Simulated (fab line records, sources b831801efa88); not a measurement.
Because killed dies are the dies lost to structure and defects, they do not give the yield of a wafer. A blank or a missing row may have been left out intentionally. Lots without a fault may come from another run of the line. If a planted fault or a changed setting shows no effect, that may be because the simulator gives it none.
fab line records	flow gf180mcu
[record] lots = 24	wafers = 72	lastDay = 34
route steps=602 shown CONTACT@314 M1@320 V3@430 V4@477
lots that met no fault: from a run of the same line without faults
startH: hours from the record's opening day to when the first of the lot's shown wafers began	waitH: how many hours have passed since the lot's step before this one	" same as the row above	L1.1+2: one row covering several wafers at once	- value missing, or start not given	* or withheld: withheld	< > ~ a bound
route shown NAME@n: a module of which the file shows steps, and the number in the route of the first	usual: mean/standard deviation taken from wafers without a fault	same: alike in all rows	chamber/n: place in a boat	sites: each site's reading	_std_site: how widely they spread, as a standard deviation	_edge_site: inner sites' mean taken away from outer sites' mean	radiusMm: how far each site lies from the wafer's centre	mask NAME#n: copy n	behind: the tool/chamber that last shaped the wafer	hold: cause of the lot's hold/its duration in hours/its outcome	device: transistor that didn't switch, given as n, p or np	end of line: the tests these same wafers got at the end of their route	step lacking rows: just its recipe	killed: dies that structure and defects cost at the first sort, which is not the same as the wafer's yield	map: a wafer's dies, x killed, . not, _ none there
set.NAME: the setting as run; set.NAME@STEP: as run at that earlier step	model.NAME: the simulator's own value behind a step, which no gauge read
a sample of lots followed through the steps of the route, with each step as a table and each wafer as a row
services: the hour from which a tool's chamber was out of use, counted from the record's first day as startH (under 0 if before that day), plus the number of hours and why
[[steps]]
[step GF_CONTACT_CMP_27]
[recipe] stopOn = SiO2	downForcePsi = 3.5	platenRpm = 60	tOverpolishS = 15	targetThkNm = 0	padVelocityMS = 0.94248
[usual] motorCurrentA = 11.5/1.2	overpolishRunS = 15.000/0.0088	platenRpm = 60.00/0.041	slurryFilterDpKPa = 13.49/0.14	timeToEndpointS = 73/5.5
lot.wafer	tool	chamber	startH	waitH	motorCurrentA	overpolishRunS	platenRpm	slurryFilterDpKPa	timeToEndpointS
L074.2	cmp-02	1	368.87	0.0	9.8	15.007	59.91	13.63	84
L074.3	"	3	"	"	10.1	15.010	60.00	13.61	72
L074.4	"	0	"	"	12.3	14.996	60.06	13.26	72
L075.2	cmp-02	2	385.29	0.2	11.4	14.997	60.02	13.45	66
L075.5	"	3	"	"	10.7	14.996	60.01	13.26	71
L075.6	"	0	"	"	13.0	15.012	60.04	13.40	69
L076.3	cmp-02	1	387.86	0.0	9.7	15.007	59.99	13.58	81
L076.1	"	0	"	"	13.3	15.006	59.99	13.66	72
L076.6	"	2	"	"	11.3	15.007	59.95	13.55	69
L077.2	cmp-01	1	393.91	0.1	11.7	15.001	60.03	13.55	77
L077.3	"	3	"	"	11.4	14.998	60.03	13.31	68
L077.6	"	2	"	"	12.2	14.991	59.97	13.56	71
L078.1	cmp-01	2	402.94	0.1	12.1	15.005	60.01	13.54	72
L078.2	"	3	"	"	11.3	14.988	59.99	13.43	70
L078.3	"	1	"	"	11.6	15.014	60.00	13.29	75
L079.4	cmp-01	1	410.69	0.0	11.8	15.013	59.99	13.72	78
L079.3	"	2	"	"	12.1	14.997	59.98	13.51	74
L079.5	"	1	"	"	12.2	14.984	60.02	13.58	78
L080.2	cmp-02	3	426.94	0.0	10.6	14.996	59.99	13.35	72
L080.1	"	2	"	"	11.3	15.000	60.02	13.55	73
L080.6	"	0	"	"	12.9	15.010	60.01	13.40	72
L081.1	cmp-02	3	438.93	0.1	10.5	14.994	59.92	13.10	73
L081.3	"	0	"	"	13.1	15.003	59.95	13.53	75
L081.6	"	1	"	"	9.6	14.989	59.93	13.39	84
L082.3	cmp-01	0	443.06	0.1	13.0	14.996	60.02	13.64	77
L082.2	"	1	"	"	11.4	14.996	60.01	13.38	77
L082.1	"	2	"	"	12.6	15.002	59.94	13.56	69
L083.1	cmp-01	2	449.25	0.1	11.7	14.989	60.01	13.55	68
L083.3	"	0	"	"	13.2	15.002	60.05	13.77	78
L083.5	"	2	"	"	13.0	15.001	60.01	13.59	65
L084.1	cmp-02	2	451.02	0.2	11.8	14.995	59.89	13.64	72
L084.3	"	3	"	"	11.1	15.003	59.95	13.43	74
L084.2	"	0	"	"	12.4	14.987	60.04	13.45	72
L085.4	cmp-01	2	464.34	0.2	12.4	15.010	59.99	13.75	70
L085.5	"	3	"	"	11.1	14.994	60.04	13.53	66
L085.6	"	0	"	"	13.8	15.004	59.98	13.43	76
L086.4	cmp-02	3	469.90	0.1	10.7	15.000	60.04	13.33	73
L086.1	"	0	"	"	12.6	14.992	59.96	13.63	74
L086.5	"	2	"	"	11.4	14.987	60.00	13.50	73
L087.4	cmp-02	3	482.67	0.0	10.2	15.017	59.98	13.33	76
L087.5	"	3	"	"	10.2	15.001	60.05	13.32	80
L087.6	"	0	"	"	12.4	15.001	59.97	13.39	74
L088.1	cmp-01	2	488.73	0.1	13.3	15.007	60.03	13.30	72
L088.2	"	1	"	"	11.1	14.996	59.99	13.51	72
L088.5	"	3	"	"	10.8	14.995	59.95	13.66	63
L089.1	cmp-01	2	494.36	0.1	11.7	14.985	60.00	13.34	73
L089.6	"	1	"	"	11.3	15.004	59.99	13.78	74
L089.5	"	2	"	"	12.3	15.004	59.98	13.70	70
L090.2	cmp-02	1	506.01	0.0	10.1	14.990	60.00	13.62	81
L090.4	"	3	"	"	10.0	14.999	60.04	13.57	69
L090.3	"	0	"	"	12.7	14.996	59.97	13.43	75
L091.2	cmp-02	0	515.08	0.1	12.8	14.996	59.99	13.62	68
L091.3	"	1	"	"	9.5	14.985	59.99	13.55	79
L091.6	"	3	"	"	11.0	14.994	60.01	13.42	70
L092.1	cmp-02	3	523.05	0.1	9.9	14.989	59.96	13.22	69
L092.3	"	0	"	"	12.8	14.995	59.98	13.76	69
L092.4	"	2	"	"	11.6	14.997	60.06	13.40	73
L093.1	cmp-02	3	528.68	0.1	10.3	15.004	59.97	13.40	68
L093.3	"	0	"	"	13.2	14.998	60.04	13.53	69
L093.6	"	1	"	"	10.0	14.987	60.00	13.60	81
L094.3	cmp-01	2	533.73	0.0	12.7	15.004	59.93	13.70	65
L094.1	"	1	"	"	11.9	14.981	59.99	13.35	66
L094.6	"	2	"	"	12.6	15.013	60.05	13.31	67
L095.3	cmp-02	2	543.72	0.0	11.3	14.993	59.97	13.25	67
L095.4	"	0	"	"	12.8	15.003	59.99	13.54	67
L095.6	"	2	"	"	11.7	15.004	59.96	13.43	66
L096.4	cmp-01	3	548.40	0.0	11.2	14.997	60.04	13.60	62
L096.2	"	0	"	"	13.5	15.006	60.06	13.42	79
L096.6	"	0	"	"	14.2	15.013	60.08	13.26	77
L097.3	cmp-02	1	555.31	0.1	10.5	15.003	59.96	13.59	82
L097.6	"	3	"	"	10.7	14.994	59.97	13.39	72
L097.5	"	0	"	"	13.9	15.012	59.91	13.52	73
[step GF_M1_RS_MEAS_05]
[recipe] thkMeasGauge = four-point-probe	reads = TiN_of_M1_SPUTTER_04+Ti_of_M1_SPUTTER_03+AlCu_of_M1_SPUTTER_02+TiN_of_M1_SPUTTER_01+Ti_of_M1_SPUTTER_00
[usual] M1_ALCU_RS = 0.0696/0.0009
lot.wafer	tool	chamber	startH	waitH	M1_ALCU_RS[ohm/sq]
L074.2	filmMetro-01	-	369.41	0.0	0.0707
L074.3	"	-	"	"	0.0698
L074.4	"	-	"	"	0.0699
L075.2	filmMetro-01	-	385.68	0.0	0.0698
L075.5	"	-	"	"	0.0698
L075.6	"	-	"	"	0.0699
L076.1	filmMetro-01	-	388.38	0.0	0.0685
L076.3	"	-	"	"	0.0704
L076.6	"	-	"	"	0.0685
L077.2	filmMetro-01	-	394.45	0.0	0.0683
L077.3	"	-	"	"	0.0687
L077.6	"	-	"	"	0.0679
L078.1	filmMetro-02	-	403.46	0.0	0.0694
L078.2	"	-	"	"	0.0721
L078.3	"	-	"	"	0.0706
L079.3	filmMetro-02	-	411.25	0.1	0.0700
L079.4	"	-	"	"	0.0696
L079.5	"	-	"	"	0.0708
L080.1	filmMetro-02	-	427.46	0.0	0.0702
L080.2	"	-	"	"	0.0693
L080.6	"	-	"	"	0.0694
L081.1	filmMetro-01	-	439.35	0.0	0.0702
L081.3	"	-	"	"	0.0688
L081.6	"	-	"	"	0.0697
L082.1	filmMetro-01	-	443.53	0.0	0.0705
L082.2	"	-	"	"	0.0690
L082.3	"	-	"	"	0.0697
L083.1	filmMetro-03	-	449.77	0.0	0.0699
L083.3	"	-	"	"	0.0697
L083.5	"	-	"	"	0.0697
L084.1	filmMetro-03	-	451.49	0.0	0.0714
L084.2	"	-	"	"	0.0700
L084.3	"	-	"	"	0.0700
L085.4	filmMetro-01	-	464.78	0.1	0.0693
L085.5	"	-	"	"	0.0699
L085.6	"	-	"	"	0.0693
L086.1	filmMetro-01	-	470.32	0.0	0.0690
L086.4	"	-	"	"	0.0695
L086.5	"	-	"	"	0.0686
L087.4	filmMetro-02	-	483.25	0.1	0.0723
L087.5	"	-	"	"	0.0694
L087.6	"	-	"	"	0.0714
L088.1	filmMetro-01	-	489.25	0.0	0.0681
L088.2	"	-	"	"	0.0692
L088.5	"	-	"	"	0.0694
L089.1	filmMetro-02	-	494.83	0.0	0.0683
L089.5	"	-	"	"	0.0691
L089.6	"	-	"	"	0.0703
L090.2	filmMetro-03	-	506.55	0.0	0.0681
L090.3	"	-	"	"	0.0689
L090.4	"	-	"	"	0.0697
L091.2	filmMetro-03	-	515.52	0.0	0.0692
L091.3	"	-	"	"	0.0706
L091.6	"	-	"	"	0.0690
L092.1	filmMetro-02	-	523.57	0.0	0.0703
L092.3	"	-	"	"	0.0691
L092.4	"	-	"	"	0.0695
L093.1	filmMetro-03	-	529.10	0.0	0.0707
L093.3	"	-	"	"	0.0696
L093.6	"	-	"	"	0.0698
L094.1	filmMetro-01	-	534.25	0.0	0.0691
L094.3	"	-	"	"	0.0694
L094.6	"	-	"	"	0.0701
L095.3	filmMetro-02	-	544.29	0.1	0.0709
L095.4	"	-	"	"	0.0694
L095.6	"	-	"	"	0.0696
L096.2	filmMetro-01	-	548.94	0.0	0.0688
L096.4	"	-	"	"	0.0707
L096.6	"	-	"	"	0.0683
L097.3	filmMetro-03	-	555.77	0.1	0.0714
L097.5	"	-	"	"	0.0709
L097.6	"	-	"	"	0.0688
[step GF_V3_THK_MEAS_01]
[recipe] reads = SiO2_of_V3_CVD_00
[usual] V3_CVD_00_THK = 601/7.7
lot.wafer	tool	chamber	startH	waitH	V3_CVD_00_THK[nm]
L074.2	filmMetro-01	-	496.50	0.1	603
L074.3	"	-	"	"	604
L074.4	"	-	"	"	598
L075.2	filmMetro-04	-	512.26	0.0	600
L075.5	"	-	"	"	586
L075.6	"	-	"	"	595
L076.1	filmMetro-02	-	514.50	0.0	591
L076.3	"	-	"	"	598
L076.6	"	-	"	"	594
L077.2	filmMetro-01	-	520.35	0.0	591
L077.3	"	-	"	"	594
L077.6	"	-	"	"	583
L078.1	filmMetro-02	-	531.23	0.0	593
L078.2	"	-	"	"	603
L078.3	"	-	"	"	597
L079.3	filmMetro-02	-	538.15	0.1	592
L079.4	"	-	"	"	603
L079.5	"	-	"	"	599
L080.1	filmMetro-01	-	554.27	0.0	598
L080.2	"	-	"	"	591
L080.6	"	-	"	"	590
L081.1	filmMetro-04	-	564.44	0.0	594
L081.3	"	-	"	"	606
L081.6	"	-	"	"	612
L082.1	filmMetro-01	-	567.28	0.0	600
L082.2	"	-	"	"	614
L082.3	"	-	"	"	600
L084.1	filmMetro-04	-	575.03	0.0	605
L084.2	"	-	"	"	614
L084.3	"	-	"	"	609
L083.1	filmMetro-04	-	575.55	0.0	598
L083.3	"	-	"	"	612
L083.5	"	-	"	"	618
L085.4	filmMetro-01	-	587.81	0.0	594
L085.5	"	-	"	"	612
L085.6	"	-	"	"	598
L086.1	filmMetro-01	-	592.09	0.0	595
L086.4	"	-	"	"	598
L086.5	"	-	"	"	613
L087.4	filmMetro-02	-	602.21	0.0	603
L087.5	"	-	"	"	597
L087.6	"	-	"	"	602
L088.1	filmMetro-04	-	608.03	0.0	602
L088.2	"	-	"	"	592
L088.5	"	-	"	"	602
L089.1	filmMetro-04	-	613.38	0.0	600
L089.5	"	-	"	"	598
L089.6	"	-	"	"	600
L090.2	filmMetro-02	-	623.20	0.0	609
L090.3	"	-	"	"	599
L090.4	"	-	"	"	602
L091.2	filmMetro-02	-	630.59	0.0	597
L091.3	"	-	"	"	600
L091.6	"	-	"	"	606
L092.1	filmMetro-01	-	639.30	0.0	599
L092.3	"	-	"	"	611
L092.4	"	-	"	"	594
L093.1	filmMetro-02	-	646.18	0.0	618
L093.3	"	-	"	"	600
L093.6	"	-	"	"	600
L094.1	filmMetro-04	-	648.48	0.0	601
L094.3	"	-	"	"	601
L094.6	"	-	"	"	613
L095.3	filmMetro-04	-	654.67	0.1	590
L095.4	"	-	"	"	604
L095.6	"	-	"	"	596
L096.2	filmMetro-02	-	660.09	0.0	594
L096.4	"	-	"	"	594
L096.6	"	-	"	"	605
L097.3	filmMetro-02	-	666.36	0.1	590
L097.5	"	-	"	"	593
L097.6	"	-	"	"	583
[step GF_V3_SPUTTER_21]
[recipe] material = Ti	targetThkNm = 15	chamberPressurePa = 5	powerW = 2500	substrateTempC = 200	timeS = 80.02
[usual] substrateTempC = 200.00/0.15	throttleValvePct = 30.3/1
lot.wafer	tool	chamber	startH	waitH	substrateTempC	throttleValvePct
L074.2	pvdSputter-03	-	521.99	0.0	199.88	30.9
L074.3	"	-	"	"	200.03	29.3
L074.4	"	-	"	"	199.94	28.1
L075.2	pvdSputter-03	-	535.88	0.0	200.07	30.5
L075.5	"	-	"	"	200.17	31.1
L075.6	"	-	"	"	200.13	30.5
L076.1	pvdSputter-04	-	538.43	0.0	199.99	29.4
L076.3	"	-	"	"	199.97	30.5
L076.6	"	-	"	"	200.05	30.9
L077.2	pvdSputter-03	-	544.86	0.0	200.02	30.7
L077.3	"	-	"	"	199.99	30.5
L077.6	"	-	"	"	199.91	28.0
L078.1	pvdSputter-03	-	555.24	0.0	200.23	29.2
L078.2	"	-	"	"	199.99	30.4
L078.3	"	-	"	"	199.90	31.1
L079.3	pvdSputter-04	-	561.43	0.0	200.07	30.4
L079.4	"	-	"	"	200.20	30.3
L079.5	"	-	"	"	200.06	30.3
L080.1	pvdSputter-03	-	577.51	0.0	200.04	30.7
L080.2	"	-	"	"	199.61	29.2
L080.6	"	-	"	"	199.89	30.4
L081.1	pvdSputter-02	-	587.79	0.0	200.01	31.0
L081.3	"	-	"	"	199.85	30.1
L081.6	"	-	"	"	199.99	30.6
L082.1	pvdSputter-02	-	589.55	0.0	199.95	30.3
L082.2	"	-	"	"	200.07	30.7
L082.3	"	-	"	"	200.04	32.0
L084.1	pvdSputter-02	-	597.88	0.0	200.02	30.4
L084.2	"	-	"	"	199.94	31.9
L084.3	"	-	"	"	200.06	30.4
L083.1	pvdSputter-04	-	598.14	0.0	200.13	30.9
L083.3	"	-	"	"	200.05	29.9
L083.5	"	-	"	"	200.03	30.0
L085.4	pvdSputter-04	-	609.62	0.0	200.17	30.9
L085.5	"	-	"	"	199.76	30.7
L085.6	"	-	"	"	199.99	29.3
L086.1	pvdSputter-02	-	614.14	0.0	200.14	31.0
L086.4	"	-	"	"	199.85	30.3
L086.5	"	-	"	"	199.96	30.8
L087.4	pvdSputter-04	-	624.47	0.0	200.05	30.2
L087.5	"	-	"	"	200.04	29.3
L087.6	"	-	"	"	200.13	30.6
L088.1	pvdSputter-03	-	630.28	0.0	199.83	30.4
L088.2	"	-	"	"	200.05	29.1
L088.5	"	-	"	"	200.11	28.0
L089.1	pvdSputter-02	-	634.79	0.0	200.25	30.4
L089.5	"	-	"	"	200.07	30.7
L089.6	"	-	"	"	200.24	30.4
L090.2	pvdSputter-04	-	644.55	0.0	200.23	29.4
L090.3	"	-	"	"	200.08	30.4
L090.4	"	-	"	"	200.19	30.2
L091.2	pvdSputter-03	-	651.49	0.0	200.00	30.7
L091.3	"	-	"	"	200.04	29.2
L091.6	"	-	"	"	200.05	28.1
L092.1	pvdSputter-02	-	660.75	0.0	199.97	30.6
L092.3	"	-	"	"	199.92	30.9
L092.4	"	-	"	"	199.99	32.0
L093.1	pvdSputter-02	-	666.39	0.0	199.62	32.0
L093.3	"	-	"	"	199.71	30.7
L093.6	"	-	"	"	200.28	30.2
L094.1	pvdSputter-02	-	669.15	0.0	199.87	30.9
L094.3	"	-	"	"	199.80	31.9
L094.6	"	-	"	"	200.33	30.8
L095.3	pvdSputter-02	-	675.24	0.0	199.99	32.1
L095.4	"	-	"	"	200.08	30.8
L095.6	"	-	"	"	199.69	30.4
L096.2	pvdSputter-02	-	680.64	0.0	200.05	30.0
L096.4	"	-	"	"	200.12	30.9
L096.6	"	-	"	"	199.81	31.1
L097.3	pvdSputter-03	-	687.03	0.0	199.94	28.4
L097.5	"	-	"	"	200.01	30.6
L097.6	"	-	"	"	199.84	29.2
[step GF_V4_THK_MEAS_01]
[recipe] reads = SiO2_of_V4_CVD_00
[usual] V4_CVD_00_THK = 597/9.6
lot.wafer	tool	chamber	startH	waitH	V4_CVD_00_THK[nm]
L074.2	filmMetro-03	-	547.41	0.0	592
L074.3	"	-	"	"	604
L074.4	"	-	"	"	585
L075.2	filmMetro-03	-	560.99	0.0	595
L075.5	"	-	"	"	592
L075.6	"	-	"	"	603
L076.1	filmMetro-04	-	562.88	0.0	608
L076.3	"	-	"	"	614
L076.6	"	-	"	"	596
L077.2	filmMetro-04	-	568.49	0.0	597
L077.3	"	-	"	"	605
L077.6	"	-	"	"	597
L078.1	filmMetro-03	-	578.26	0.0	592
L078.2	"	-	"	"	607
L078.3	"	-	"	"	603
L079.3	filmMetro-03	-	584.74	0.1	585
L079.4	"	-	"	"	599
L079.5	"	-	"	"	601
L080.1	filmMetro-02	-	600.84	0.0	594
L080.2	"	-	"	"	578
L080.6	"	-	"	"	591
L081.1	filmMetro-02	-	610.20	0.0	611
L081.3	"	-	"	"	611
L081.6	"	-	"	"	596
L082.1	filmMetro-03	-	611.66	0.0	596
L082.2	"	-	"	"	586
L082.3	"	-	"	"	594
L084.1	filmMetro-02	-	620.75	0.0	608
L084.2	"	-	"	"	599
L084.3	"	-	"	"	610
L083.1	filmMetro-03	-	621.02	0.0	599
L083.3	"	-	"	"	596
L083.5	"	-	"	"	599
L085.4	filmMetro-03	-	631.56	0.0	607
L085.5	"	-	"	"	594
L085.6	"	-	"	"	607
L086.1	filmMetro-02	-	635.78	0.0	594
L086.4	"	-	"	"	611
L086.5	"	-	"	"	605
L087.4	filmMetro-03	-	646.51	0.0	582
L087.5	"	-	"	"	596
L087.6	"	-	"	"	604
L088.1	filmMetro-03	-	651.53	0.0	591
L088.2	"	-	"	"	578
L088.5	"	-	"	"	577
L089.1	filmMetro-04	-	656.25	0.0	614
L089.5	"	-	"	"	620
L089.6	"	-	"	"	613
L090.2	filmMetro-04	-	666.12	0.0	578
L090.3	"	-	"	"	596
L090.4	"	-	"	"	594
L091.2	filmMetro-02	-	672.84	0.0	585
L091.3	"	-	"	"	598
L091.6	"	-	"	"	600
L092.1	filmMetro-02	-	681.64	0.0	594
L092.3	"	-	"	"	579
L092.4	"	-	"	"	591
L093.1	filmMetro-02	-	687.49	0.0	586
L093.3	"	-	"	"	591
L093.6	"	-	"	"	584
L094.1	filmMetro-04	-	689.96	0.0	602
L094.3	"	-	"	"	593
L094.6	"	-	"	"	597
L095.3	filmMetro-02	-	695.60	0.1	605
L095.4	"	-	"	"	593
L095.6	"	-	"	"	608
L096.2	filmMetro-02	-	701.72	0.0	601
L096.4	"	-	"	"	596
L096.6	"	-	"	"	592
L097.3	filmMetro-04	-	707.32	0.1	602
L097.5	"	-	"	"	608
L097.6	"	-	"	"	593
[step GF_V4_CVD_02]
[recipe] material = SiO2	targetThkNm = 850	precursor = TEOS	tempC = 400	timeS = 94.851	rfW = 600
[usual] heaterPowerW = 675/110
lot.wafer	tool	chamber	startH	waitH	heaterPowerW	sinceWetCleanH
L074.2	pecvd-02	1	547.46	0.0	586	373
L074.3	"	0	"	"	1021	373
L074.4	"	2	"	"	710	-
L075.2	pecvd-02	2	561.04	0.0	735	386
L075.5	"	0	"	"	847	-
L075.6	"	2	"	"	594	-
L076.1	pecvd-02	2	562.94	0.1	730	388
L076.3	"	0	"	"	848	388
L076.6	"	0	"	"	937	-
L077.2	pecvd-02	1	568.54	0.0	583	394
L077.3	"	2	"	"	726	394
L077.6	"	1	"	"	458	-
L078.1	pecvd-04	0	578.32	0.1	676	195
L078.2	"	1	"	"	653	195
L078.3	"	2	"	"	589	195
L079.3	pecvd-02	1	584.78	0.0	548	410
L079.4	"	2	"	"	688	-
L079.5	"	0	"	"	840	-
L080.1	pecvd-04	0	600.90	0.1	641	218
L080.2	"	1	"	"	639	218
L080.6	"	0	"	"	679	-
L081.1	pecvd-03	1	610.26	0.1	647	5
L081.3	"	0	"	"	601	5
L081.6	"	2	"	"	667	-
L082.1	pecvd-02	1	611.72	0.1	510	437
L082.2	"	2	"	"	711	437
L082.3	"	0	"	"	942	437
L084.1	pecvd-04	2	620.81	0.1	635	238
L084.2	"	1	"	"	645	238
L084.3	"	0	"	"	620	238
L083.1	pecvd-03	2	621.08	0.1	740	16
L083.3	"	0	"	"	644	16
L083.5	"	0	"	"	689	-
L085.4	pecvd-02	0	631.63	0.1	1044	-
L085.5	"	2	"	"	720	-
L085.6	"	1	"	"	578	-
L086.1	pecvd-03	0	635.84	0.1	598	31
L086.4	"	0	"	"	642	-
L086.5	"	1	"	"	644	-
L087.4	pecvd-04	1	646.58	0.1	674	-
L087.5	"	2	"	"	742	-
L087.6	"	0	"	"	621	-
L088.1	pecvd-04	2	651.59	0.1	713	269
L088.2	"	1	"	"	618	269
L088.5	"	1	"	"	660	-
L089.1	pecvd-04	0	656.31	0.1	680	273
L089.5	"	0	"	"	717	-
L089.6	"	1	"	"	623	-
L090.2	pecvd-03	2	666.17	0.0	728	61
L090.3	"	0	"	"	699	61
L090.4	"	1	"	"	639	-
L091.2	pecvd-03	0	672.89	0.0	692	68
L091.3	"	2	"	"	746	68
L091.6	"	1	"	"	660	-
L092.1	pecvd-04	2	681.70	0.1	662	299
L092.3	"	1	"	"	634	299
L092.4	"	1	"	"	690	-
L093.1	pecvd-03	1	687.55	0.1	571	82
L093.3	"	2	"	"	695	82
L093.6	"	0	"	"	718	-
L094.1	pecvd-04	1	690.02	0.1	656	307
L094.3	"	0	"	"	705	307
L094.6	"	0	"	"	588	-
L095.3	pecvd-03	1	695.64	0.0	658	91
L095.4	"	0	"	"	713	-
L095.6	"	1	"	"	679	-
L096.2	pecvd-04	2	701.77	0.0	598	319
L096.4	"	1	"	"	553	-
L096.6	"	0	"	"	658	-
L097.3	pecvd-04	0	707.36	0.0	693	324
L097.5	"	0	"	"	720	-
L097.6	"	1	"	"	539	-
[[services]]
tool	chamber	startH	hours	kind
cmp-01	-	367.48	16.0	pm
pecvd-04	-	368.88	14.0	pm
pvdSputter-02	-	387.77	2.3	repair
pvdSputter-02	-	396.06	0.7	repair
pvdSputter-02	-	400.19	3.3	repair
cmp-01	-	400.75	0.2	repair
cmp-01	-	404.04	4.0	pm
cmp-02	-	418.72	3.2	repair
pecvd-04	-	418.74	1.2	repair
pvdSputter-02	-	440.63	1.4	repair
pecvd-04	0	446.04	11.7	repair
cmp-01	-	449.58	3.9	repair
pvdSputter-02	-	460.00	1.4	repair
pecvd-04	2	474.49	13.2	repair
cmp-01	-	483.10	3.8	pm
cmp-02	-	487.46	5.2	pm
pecvd-04	-	559.55	4.3	pm
pecvd-04	-	566.37	0.5	repair
cmp-02	-	571.23	7.0	repair
cmp-02	-	578.19	4.0	pm
pecvd-04	0	605.14	14.7	repair
pvdSputter-02	-	608.21	1.5	repair
cmp-02	-	645.54	5.5	pm
cmp-02	-	677.36	2.9	repair
[[key]]
fault none
